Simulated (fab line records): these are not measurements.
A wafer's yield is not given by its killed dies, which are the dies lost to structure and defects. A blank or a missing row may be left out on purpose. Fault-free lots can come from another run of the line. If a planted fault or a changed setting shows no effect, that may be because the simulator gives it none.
A lot that was struck, set against a sound lot | flow sfqLine | 42 out of 325 route steps
Sound: wafers L917.2, L917.4, L917.5. Struck: wafer L920.1. (L920.2, L920.5 of the same lot were not struck and are left out.) The cause comes at the end.
For every step that has rows: the tool of each side, followed by ch and its chambers, followed by its first start. Under that, the readings that differ: sound wafers | struck wafers | difference of the means | sigmas: that difference in standard deviations of wafers without a fault.
alike: readings whose means differ by less than 2 such deviations, and words and numbers that are the same on both sides. not compared: withheld readings, readings that some wafer has no value for, bounds like >300 that may hide the same value, and numbers for which the record gives no deviation and whose values overlap.
Wherever a step has rows on one side only, a row that says differs or no value, or a row with sigmas, the two part there. When numbers do not overlap yet have no deviation, they are printed without sigmas and do not part them. A reading missing from all wafers of one side parts the sides only when that side holds two or more wafers.

first, 6 steps without rows for these wafers: SFQ_TRILAYER_M4_LITHO_COAT_098 (resist thk 62 nm); SFQ_TRILAYER_M4_LITHO_COAT_093 (resist thk 600 nm); SFQ_TRILAYER_M4_LITHO_SOFTBAKE_097; SFQ_TRILAYER_M4_LITHO_EXPOSE_094 (exposes mask M4, target cd 500 nm); SFQ_TRILAYER_M4_LITHO_PEB_096 (peb time 60 s); SFQ_TRILAYER_M4_LITHO_DEVELOP_095 (time 60 s).
SFQ_M4_OVL_MEAS_926:
  sound on overlay-02 at day 49 21:52; struck on overlay-01 at day 50 02:47
reading     | sound | struck | difference | sigmas
M4_OVL (nm) | 2 5 7 | -13    | -18        | -3
SFQ_TRILAYER_M4_BARC_OPEN_METAL_ETCH_123: etches BARC in O2, target depth 125 nm, time 41.7 s.
  sound on rieMetal-01 ch 0, day 49 21:54; struck on rieMetal-01 ch 0, day 50 02:50
  alike: biasW, drypumpMotorCurrentA, heBacksideLeakSccm, oesProductAu
  not compared: rfHoursCounterH
then, 1 step without rows for these wafers: SFQ_TRILAYER_M4_ETCH_METAL_ETCH_096 (etches Nb in Cl2/Ar, stops on SiO2, target depth 240 nm, time 120 s).
SFQ_TRILAYER_M4_STRIP_STRIP_097: strips in O2.
  sound on rieMetal-01 ch 0, day 49 22:05; struck on rieMetal-01 ch 0, day 50 03:01
reading                   | sound       | struck | difference | sigmas
heBacksideLeakSccm (sccm) | 3.6 6.8 3.7 | 3.8    | -0.9       | -2
  alike: drypumpMotorCurrentA, oesProductAu
  not compared: rfHoursCounterH
then, 1 step without rows for these wafers: SFQ_TRILAYER_M4_STRIP_SOLV_CLEAN_098 (cleans in NMP, time 600 s).
SFQ_TRILAYER_I4_DEP_PECVD_099: deposits SiO2 from SiH4/N2O, time 111.11 s, target thk 500 nm.
  sound on pecvd-03 ch 0,2, day 49 22:52; struck on pecvd-04 ch 1, day 50 03:47
reading          | sound      | struck | difference | sigmas
heaterPowerW (W) | 102 105 85 | 66     | -31        | -2
  alike: throttleValvePct
SFQ_TRILAYER_I4_CMP_CMP_100: polishes SiO2.
  sound on cmp-01 ch 0,3, day 50 08:48; struck on cmp-01 ch 1, day 50 15:48
reading                                            | sound             | struck | difference | sigmas
slurryFlowMlMin                                    | 150.3 149.8 150.3 | 151.3  | +1.2       | +2
model.SiO2_of_TRILAYER_I4_DEP_PECVD_099.thkNm (nm) | 198.3 199.6 200.8 | 221.1  | +21.5      | 
  alike: motorCurrentA, timeToEndpointS
SFQ_I4_BOW_MEAS_927:
  sound on filmMetro-02 at day 50 11:49; struck on filmMetro-03 at day 50 19:07
  not compared: I4_BOW
SFQ_TRILAYER_I4_METRO_MEASURE_101:
  sound on filmMetro-02 at day 50 12:07; struck on filmMetro-03 at day 51 01:11
reading    | sound             | struck | difference | sigmas
thkNm (nm) | 198.3 199.7 200.8 | 221.2  | +21.6      | +20
then, 6 steps without rows for these wafers: SFQ_TRILAYER_I4_VIA_LITHO_COAT_108 (resist thk 62 nm); SFQ_TRILAYER_I4_VIA_LITHO_COAT_103 (resist thk 650 nm); SFQ_TRILAYER_I4_VIA_LITHO_SOFTBAKE_107; SFQ_TRILAYER_I4_VIA_LITHO_EXPOSE_104 (exposes mask I4, target cd 700 nm); SFQ_TRILAYER_I4_VIA_LITHO_PEB_106 (peb time 60 s); SFQ_TRILAYER_I4_VIA_LITHO_DEVELOP_105 (time 60 s).
-- the record jumps here: 4 days lie between the struck wafers' starts before and after --
SFQ_I4_OVL_MEAS_928:
  sound on overlay-01 at day 50 17:12; struck on overlay-02 at day 55 10:44
  alike: I4_OVL
then, 1 step without rows for these wafers: SFQ_TRILAYER_I4_VIA_BARC_OPEN_VIA_ETCH_146 (etches BARC in O2, target depth 125 nm, time 41.7 s).
SFQ_TRILAYER_I4_VIA_ETCH_VIA_ETCH_106: etches SiO2 in CHF3, stops on Nb, target depth 260 nm.
  sound on rieDiel-04 ch 0,3, day 50 17:16; struck on rieDiel-01 ch 1, day 55 10:49
reading                      | sound             | struck | difference | sigmas
oesProductAu (a.u.)          | 0.854 0.851 0.864 | 0.910  | +0.054     | +10
model.I4.featureDepthNm (nm) | 198.3 199.6 200.8 | 221.1  | +21.5      | 
model.etch.depthNm (nm)      | 198.3 199.6 200.8 | 221.1  | +21.5      | 
  alike: biasW, drypumpMotorCurrentA
SFQ_TRILAYER_I4_VIA_STRIP_STRIP_107: strips in O2.
  sound on rieMetal-04 ch 0, day 50 17:23; struck on rieMetal-02 ch 0, day 55 10:55
reading                   | sound          | struck | difference | sigmas
heBacksideLeakSccm (sccm) | 3.31 3.26 3.25 | 3.74   | +0.47      | +3
  alike: drypumpMotorCurrentA, oesProductAu
  not compared: rfHoursCounterH
then, 6 steps without rows for these wafers: SFQ_TRILAYER_I4_VIA_STRIP_SOLV_CLEAN_108 (cleans in NMP, time 600 s); SFQ_TRILAYER_JJ_TRILAYER_DEP_PRE_CLEAN_113 (time 22.5 s); SFQ_TRILAYER_JJ_TRILAYER_DEP_SPUTTER_109 (material Nb, target thk 150 nm, time 100 s); SFQ_TRILAYER_JJ_TRILAYER_DEP_SPUTTER_110 (material Al, target thk 8 nm, time 10 s); SFQ_TRILAYER_JJ_TRILAYER_DEP_AL_OXIDATION_111 (oxidation time 600 s); SFQ_TRILAYER_JJ_TRILAYER_DEP_SPUTTER_112 (material Nb, target thk 170 nm, time 113.3 s).
SFQ_JJ_RS_MEAS_929: uses a four-point probe to measure.
  sound on filmMetro-01 at day 50 19:23; struck on filmMetro-04 at day 55 12:54
  alike: JJ_NB_RS
then, 6 steps without rows for these wafers: SFQ_TRILAYER_JJ_CE_LITHO_COAT_119 (resist thk 62 nm); SFQ_TRILAYER_JJ_CE_LITHO_COAT_114 (resist thk 600 nm); SFQ_TRILAYER_JJ_CE_LITHO_SOFTBAKE_118; SFQ_TRILAYER_JJ_CE_LITHO_EXPOSE_115 (exposes mask J5, target cd 700 nm); SFQ_TRILAYER_JJ_CE_LITHO_PEB_117 (peb time 60 s); SFQ_TRILAYER_JJ_CE_LITHO_DEVELOP_116 (time 60 s).
-- the record jumps here: 5 days lie between the struck wafers' starts before and after --
SFQ_JJ_OVL_MEAS_931:
  sound on overlay-01 at day 50 21:51; struck on overlay-01 at day 60 17:54
reading     | sound | struck | difference | sigmas
J5_OVL (nm) | 7 2 7 | -7     | -12        | -2
following that, these wafers have no rows for 1 step: SFQ_TRILAYER_JJ_CE_METRO_MEASURE_117.
SFQ_TRILAYER_JJ_CE_BARC_OPEN_RIE_150: chemistry O2, target BARC, target depth 240 nm, time 80 s.
  sound on rieMetal-02 ch 0,1, day 50 23:05; struck on rieMetal-03 ch 1, day 60 19:08
  alike: biasW, drypumpMotorCurrentA, heBacksideLeakSccm, oesProductAu
  not compared: rfHoursCounterH
-- the record jumps here: 5 days lie between the struck wafers' starts before and after --
SFQ_TRILAYER_M5_ETCH_METAL_ETCH_126: etches Nb in Cl2/BCl3, stops on SiO2, time 203.2 s, target depth 265 nm.
  sound on rieMetal-01 ch 0,1, day 51 07:37; struck on rieMetal-03 ch 0, day 65 11:48
reading                                            | sound             | struck | difference | sigmas
model.SiO2_of_TRILAYER_I4_DEP_PECVD_099.thkNm (nm) | 178.8 179.6 181.2 | 201.5  | +21.6      | 
  alike: biasW, drypumpMotorCurrentA, heBacksideLeakSccm, oesProductAu
  not compared: rfHoursCounterH

== WHERE THEY PART ==
First at SFQ_M4_OVL_MEAS_926; last, within this record, at SFQ_JJ_OVL_MEAS_931. Later steps at which nothing parts them and some readings are alike: SFQ_TRILAYER_JJ_CE_BARC_OPEN_RIE_150, SFQ_TRILAYER_M5_ETCH_METAL_ETCH_126.

WHY: whatever the simulator had introduced
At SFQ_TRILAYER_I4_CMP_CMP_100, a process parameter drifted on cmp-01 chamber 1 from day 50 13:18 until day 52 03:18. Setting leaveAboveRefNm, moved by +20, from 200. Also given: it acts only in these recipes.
